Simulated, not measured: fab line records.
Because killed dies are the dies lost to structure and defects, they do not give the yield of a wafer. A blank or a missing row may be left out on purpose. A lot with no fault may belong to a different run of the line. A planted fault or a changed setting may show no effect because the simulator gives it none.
Chamber matching | flow gf180mcu | GF_V1_CVD_02 on pecvd-01: 3 sister chambers
The step deposits SiO2 from TEOS, target thk 850 nm, time 94.851 s. 18 wafers are shown with their chamber, then 9 later ones without.

## WAFERS, EACH WITH ITS CHAMBER
wafer  | chamber | heater-power-w (W)
L077.1 | 1       | 651
L077.3 | 0       | 667
L077.6 | 0       | 705
L079.1 | 0       | 724
L079.3 | 1       | 629
L079.6 | 0       | 747
L081.1 | 0       | 720
L081.2 | 1       | 644
L081.3 | 2       | 575
L081.4 | 1       | 691
L081.5 | 0       | 772
L081.6 | 2       | 657
L084.1 | 0       | 718
L084.2 | 2       | 721
L084.3 | 1       | 704
L085.1 | 0       | 690
L085.2 | 1       | 638
L085.3 | 2       | 650

SIGNATURES, as means of the wafers listed above
reading        | chamber 0 | chamber 1 | chamber 2 | scatter within a chamber
heater-power-w | 717.88    | 659.50    | 650.75    | 38.9
Rule: for a wafer and a chamber, the distance is found by dividing, reading by reading, the gap between the wafer's reading and the chamber's mean by the reading's scatter, squaring, summing and taking the root. The wafer belongs to the nearest chamber; if the next one is less than 2 further off, it can't be placed. How the scatter is found: for the shown wafers, subtract from each reading the mean of its chamber, square and add these, divide the total by (wafers less chambers), then take the root.

## WAFERS MISSING THEIR CHAMBER
wafer  | heater-power-w (W)
L085.4 | 735
L085.5 | 689
L085.6 | 677
L090.1 | 716
L090.5 | 775
L090.6 | 704
L091.1 | 729
L091.3 | 691
L091.4 | 559

## WHICH CHAMBER EACH ONE RAN IN
wafer  | from the rows above          | in truth
L085.4 | can't be placed: 0 or 1 or 2 | 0
L085.5 | can't be placed: 0 or 1 or 2 | 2
L085.6 | can't be placed: 1 or 2 or 0 | 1
L090.1 | can't be placed: 0 or 1 or 2 | 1
L090.5 | can't be placed: 0 or 1 or 2 | 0
L090.6 | can't be placed: 0 or 1 or 2 | 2
L091.1 | can't be placed: 0 or 1 or 2 | 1
L091.3 | can't be placed: 0 or 1 or 2 | 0
L091.4 | can't be placed: 2 or 1 or 0 | 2
Placed correctly: 0 of 9. Unplaceable from these rows: 9, with the true chamber sitting among the candidates in 9. 0 placed wrongly.
